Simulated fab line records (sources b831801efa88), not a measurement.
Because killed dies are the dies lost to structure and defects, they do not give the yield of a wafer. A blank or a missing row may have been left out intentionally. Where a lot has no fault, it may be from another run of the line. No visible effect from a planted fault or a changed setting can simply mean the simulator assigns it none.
Which tool did it? || flow sky130 || 36 wafers from 12 lots sampled at 5 of the route's 708 steps

## WHAT THE GAUGES READ, wafer by wafer
SKY_SPACER_THK_MEAS_01.
{"lot": "L720", "measured": "day 24 08:05", "on": "filmMetro-03", "SPACER_CVD_00_THK (nm)": "42.6 42.6 42.5"}
{"lot": "L719", "measured": "day 24 09:17", "on": "filmMetro-03", "SPACER_CVD_00_THK (nm)": "43.1 43.2 43.7"}
{"lot": "L721", "measured": "day 24 16:20", "on": "filmMetro-03", "SPACER_CVD_00_THK (nm)": "43.6 43.8 43.7"}
{"lot": "L723", "measured": "day 25 00:13", "on": "filmMetro-01", "SPACER_CVD_00_THK (nm)": "43.8 43.8 43.9"}
{"lot": "L724", "measured": "day 25 00:13", "on": "filmMetro-03", "SPACER_CVD_00_THK (nm)": "43.3 42.9 43.2"}
{"lot": "L725", "measured": "day 25 18:47", "on": "filmMetro-01", "SPACER_CVD_00_THK (nm)": "43.2 43.0 43.3"}
{"lot": "L726", "measured": "day 26 10:16", "on": "filmMetro-03", "SPACER_CVD_00_THK (nm)": "42.9 42.6 42.9"}
{"lot": "L728", "measured": "day 26 18:02", "on": "filmMetro-02", "SPACER_CVD_00_THK (nm)": "42.9 42.8 42.8"}
{"lot": "L731", "measured": "day 27 20:49", "on": "filmMetro-01", "SPACER_CVD_00_THK (nm)": "43.7 43.6 43.3"}
{"lot": "L735", "measured": "day 29 04:37", "on": "filmMetro-03", "SPACER_CVD_00_THK (nm)": "43.2 43.1 43.4"}
{"lot": "L738", "measured": "day 30 00:28", "on": "filmMetro-03", "SPACER_CVD_00_THK (nm)": "43.4 43.4 43.8"}
{"lot": "L741", "measured": "day 32 05:19", "on": "filmMetro-03", "SPACER_CVD_00_THK (nm)": "43.2 43.2 43.2"}

SKY_SD_N_RS_MEAS_16: uses a four-point probe to measure.
{"lot": "L720", "measured": "day 29 06:23", "on": "filmMetro-03", "SD_N_RS (ohm/sq)": "68.48 68.73 68.53"}
{"lot": "L719", "measured": "day 29 06:41", "on": "filmMetro-04", "SD_N_RS (ohm/sq)": "68.57 68.73 68.68"}
{"lot": "L721", "measured": "day 29 14:26", "on": "filmMetro-03", "SD_N_RS (ohm/sq)": "68.51 68.21 68.48"}
{"lot": "L723", "measured": "day 29 20:59", "on": "filmMetro-02", "SD_N_RS (ohm/sq)": "68.57 68.46 68.60"}
{"lot": "L724", "measured": "day 29 21:40", "on": "filmMetro-02", "SD_N_RS (ohm/sq)": "68.65 68.78 68.77"}
{"lot": "L725", "measured": "day 30 15:49", "on": "filmMetro-02", "SD_N_RS (ohm/sq)": "68.62 68.70 68.56"}
{"lot": "L726", "measured": "day 31 06:29", "on": "filmMetro-02", "SD_N_RS (ohm/sq)": "68.29 68.55 68.53"}
{"lot": "L728", "measured": "day 31 11:51", "on": "filmMetro-04", "SD_N_RS (ohm/sq)": "68.53 68.61 68.74"}
{"lot": "L731", "measured": "day 32 12:07", "on": "filmMetro-02", "SD_N_RS (ohm/sq)": "68.62 68.40 68.42"}
{"lot": "L735", "measured": "day 33 18:13", "on": "filmMetro-04", "SD_N_RS (ohm/sq)": "51.70 51.76 51.73 51.74 51.88 51.76"}
{"lot": "L738", "measured": "day 34 14:45", "on": "filmMetro-02", "SD_N_RS (ohm/sq)": "51.88 51.74 51.84 51.84 51.69 51.72"}
{"lot": "L741", "measured": "day 36 14:34", "on": "filmMetro-03", "SD_N_RS (ohm/sq)": "68.40 68.45 68.54"}

SKY_LI_CONTACT_CD_MEAS_12 targets a cd of 170 nm.
{"lot": "L720", "measured": "day 30 11:42", "on": "cdSem-02", "cdNm (nm)": "168.2 168.8 169.6"}
{"lot": "L719", "measured": "day 30 12:21", "on": "cdSem-02", "cdNm (nm)": "168.2 169.9 168.6"}
{"lot": "L721", "measured": "day 30 19:13", "on": "cdSem-02", "cdNm (nm)": "171.2 170.8 169.9"}
{"lot": "L723", "measured": "day 31 01:57", "on": "cdSem-01", "cdNm (nm)": "170.4 171.1 171.0"}
{"lot": "L724", "measured": "day 31 02:29", "on": "cdSem-02", "cdNm (nm)": "172.0 172.1 174.3"}
{"lot": "L725", "measured": "day 31 20:53", "on": "cdSem-01", "cdNm (nm)": "169.3 170.0 170.7"}
{"lot": "L726", "measured": "day 32 10:50", "on": "cdSem-02", "cdNm (nm)": "170.1 170.8 170.1"}
{"lot": "L728", "measured": "day 32 15:40", "on": "cdSem-02", "cdNm (nm)": "168.8 169.2 170.8"}
{"lot": "L731", "measured": "day 33 15:50", "on": "cdSem-01", "cdNm (nm)": "169.5 169.8 168.9"}
{"lot": "L741", "measured": "day 37 17:32", "on": "cdSem-02", "cdNm (nm)": "168.7 169.6 169.1"}

## WHICH TOOL RAN EACH LOT (tool, then ch and the chambers of the sampled wafers, then the start)
{"lot": "L720", "SKY_POLY_CUT_ETCH_10": "rieDiel-03 ch 0,2, day 25 14:05", "SKY_SD_N_RTA_14": "rtpAnneal-02 ch 0, day 29 06:11"}
{"lot": "L719", "SKY_POLY_CUT_ETCH_10": "rieDiel-02 ch 0,2, day 25 15:44", "SKY_SD_N_RTA_14": "rtpAnneal-01 ch 0, day 29 06:30"}
{"lot": "L721", "SKY_POLY_CUT_ETCH_10": "rieDiel-02 ch 0,1, day 25 22:08", "SKY_SD_N_RTA_14": "rtpAnneal-01 ch 0, day 29 14:14"}
{"lot": "L723", "SKY_POLY_CUT_ETCH_10": "rieDiel-01 ch 1,3, day 26 06:14", "SKY_SD_N_RTA_14": "rtpAnneal-02 ch 0, day 29 20:49"}
{"lot": "L724", "SKY_POLY_CUT_ETCH_10": "rieDiel-03 ch 0,2, day 26 06:35", "SKY_SD_N_RTA_14": "rtpAnneal-01 ch 0, day 29 21:29"}
{"lot": "L725", "SKY_POLY_CUT_ETCH_10": "rieDiel-01 ch 0,3, day 27 00:26", "SKY_SD_N_RTA_14": "rtpAnneal-02 ch 0, day 30 15:37"}
{"lot": "L726", "SKY_POLY_CUT_ETCH_10": "rieDiel-01 ch 0,3, day 27 15:32", "SKY_SD_N_RTA_14": "rtpAnneal-02 ch 0, day 31 06:17"}
{"lot": "L728", "SKY_POLY_CUT_ETCH_10": "rieDiel-03 ch 1,3, day 27 23:05", "SKY_SD_N_RTA_14": "rtpAnneal-01 ch 0, day 31 11:40"}
{"lot": "L731", "SKY_POLY_CUT_ETCH_10": "rieDiel-01 ch 2,3, day 29 01:10", "SKY_SD_N_RTA_14": "rtpAnneal-02 ch 0, day 32 11:55"}
{"lot": "L735", "SKY_POLY_CUT_ETCH_10": "rieDiel-03 ch 0,1, day 30 08:17", "SKY_SD_N_RTA_14": "rtpAnneal-02 ch 0, day 33 18:01"}
{"lot": "L738", "SKY_POLY_CUT_ETCH_10": "rieDiel-02 ch 1,3, day 31 05:08", "SKY_SD_N_RTA_14": "rtpAnneal-02 ch 0, day 34 14:33"}
{"lot": "L741", "SKY_POLY_CUT_ETCH_10": "rieDiel-01 ch 2,3, day 33 08:08", "SKY_SD_N_RTA_14": "rtpAnneal-01 ch 0, day 36 14:23"}
- SKY_POLY_CUT_ETCH_10: etches BARC in N2/H2, stops on SiO2, time 45.9 s, target depth 60 nm.
- SKY_SD_N_RTA_14: time 2 s.

## AS READ BY THE TOOLS THEMSELVES (means over the sampled wafers that have a number; for cases with no such wafer, the mark the record gives instead)
SKY_POLY_CUT_ETCH_10.
{"lot": "L720", "tool": "rieDiel-03", "drypumpMotorCurrentA (A)": 5.8, "oesProductAu (a.u.)": 0.855, "throttleValvePct (%)": 13.220}
{"lot": "L719", "tool": "rieDiel-02", "drypumpMotorCurrentA (A)": 5.8, "oesProductAu (a.u.)": 0.853, "throttleValvePct (%)": 13.222}
{"lot": "L721", "tool": "rieDiel-02", "drypumpMotorCurrentA (A)": 5.8, "oesProductAu (a.u.)": 0.857, "throttleValvePct (%)": 13.229}
{"lot": "L723", "tool": "rieDiel-01", "drypumpMotorCurrentA (A)": 5.7, "oesProductAu (a.u.)": 0.851, "throttleValvePct (%)": 13.228}
{"lot": "L724", "tool": "rieDiel-03", "drypumpMotorCurrentA (A)": 5.8, "oesProductAu (a.u.)": 0.853, "throttleValvePct (%)": 13.223}
{"lot": "L725", "tool": "rieDiel-01", "drypumpMotorCurrentA (A)": 5.2, "oesProductAu (a.u.)": 0.855, "throttleValvePct (%)": 13.229}
{"lot": "L726", "tool": "rieDiel-01", "drypumpMotorCurrentA (A)": 5.2, "oesProductAu (a.u.)": 0.854, "throttleValvePct (%)": 13.221}
{"lot": "L728", "tool": "rieDiel-03", "drypumpMotorCurrentA (A)": 6.1, "oesProductAu (a.u.)": 0.859, "throttleValvePct (%)": 13.223}
{"lot": "L731", "tool": "rieDiel-01", "drypumpMotorCurrentA (A)": 5.3, "oesProductAu (a.u.)": 0.854, "throttleValvePct (%)": 13.220}
{"lot": "L735", "tool": "rieDiel-03", "drypumpMotorCurrentA (A)": 5.6, "oesProductAu (a.u.)": 0.857, "throttleValvePct (%)": 13.225}
{"lot": "L738", "tool": "rieDiel-02", "drypumpMotorCurrentA (A)": 5.5, "oesProductAu (a.u.)": 0.853, "throttleValvePct (%)": 13.224}
{"lot": "L741", "tool": "rieDiel-01", "drypumpMotorCurrentA (A)": 5.1, "oesProductAu (a.u.)": 0.855, "throttleValvePct (%)": 13.229}

SKY_SD_N_RTA_14.
{"lot": "L720", "tool": "rtpAnneal-02", "chamberO2Ppm": 2.022, "lampPowerPct (%)": 15.69, "wafer_temp_C_max": 1077.1}
{"lot": "L719", "tool": "rtpAnneal-01", "chamberO2Ppm": 1.993, "lampPowerPct (%)": 15.77, "wafer_temp_C_max": 1078.3}
{"lot": "L721", "tool": "rtpAnneal-01", "chamberO2Ppm": 2.015, "lampPowerPct (%)": 15.66, "wafer_temp_C_max": 1078.4}
{"lot": "L723", "tool": "rtpAnneal-02", "chamberO2Ppm": 1.997, "lampPowerPct (%)": 15.73, "wafer_temp_C_max": 1078.1}
{"lot": "L724", "tool": "rtpAnneal-01", "chamberO2Ppm": 2.007, "lampPowerPct (%)": 15.71, "wafer_temp_C_max": 1077.5}
{"lot": "L725", "tool": "rtpAnneal-02", "chamberO2Ppm": 2.001, "lampPowerPct (%)": 15.73, "wafer_temp_C_max": 1079.3}
{"lot": "L726", "tool": "rtpAnneal-02", "chamberO2Ppm": 2.017, "lampPowerPct (%)": 15.74, "wafer_temp_C_max": 1080.0}
{"lot": "L728", "tool": "rtpAnneal-01", "chamberO2Ppm": 1.996, "lampPowerPct (%)": 15.69, "wafer_temp_C_max": 1077.7}
{"lot": "L731", "tool": "rtpAnneal-02", "chamberO2Ppm": 1.998, "lampPowerPct (%)": 15.68, "wafer_temp_C_max": 1077.1}
{"lot": "L735", "tool": "rtpAnneal-02", "chamberO2Ppm": 2.000, "lampPowerPct (%)": 15.73, "wafer_temp_C_max": 1077.8}
{"lot": "L738", "tool": "rtpAnneal-02", "chamberO2Ppm": 2.026, "lampPowerPct (%)": 15.79, "wafer_temp_C_max": 1079.3}
{"lot": "L741", "tool": "rtpAnneal-01", "chamberO2Ppm": 2.010, "lampPowerPct (%)": 15.72, "wafer_temp_C_max": 1077.7}

## THE ANSWER, worked out from the rows above alone
Rule: what is usual is taken from the lots themselves. The widest of any qualifying gaps counts: lots, ordered by their means at a reading, are off when they make up no more than a third of the lots, leave a main group of 4 or more, and stand apart from it by 3 or more times the standard deviation of that group's means. The tables above print the reading to a certain number of digits; a main group whose means all agree to those digits is not used. Also off: a lot with no number at a reading for which 4 or more lots have one. The other lots that the step has rows for count as sound. First the gauges in route order, then the tools' own readings, where a lot's mean is used as printed above. At the first step where some lot is off, the reading lying furthest off is the one used; lots without a number count as furthest.
Off: at SKY_SD_N_RS_MEAS_16 (SD_N_RS), L735, L738. Main group: mean 68.56 ohm/sq, sd 0.1.
If a tool, at a process step before that reading, ran all the lots that are off and no sound lot after the first of them, it fits. Those tools and the gauges at SKY_SD_N_RS_MEAS_16 are tried in the same way. One fits: rtpAnneal-02 at SKY_SD_N_RTA_14. Its last sound lot is L731 (day 32 11:55), its first lot that is off L735 (day 33 18:01): a fault that began between those two fits.

## WHAT HAD BEEN PUT IN BY THE SIMULATOR
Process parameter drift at SKY_SD_N_RTA_14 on rtpAnneal-02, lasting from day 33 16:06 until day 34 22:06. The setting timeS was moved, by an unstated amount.
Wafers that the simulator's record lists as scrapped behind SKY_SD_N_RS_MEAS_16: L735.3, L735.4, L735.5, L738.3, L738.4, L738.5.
Struck lots among those shown: L735, L738. The rule given above showed the same thing.
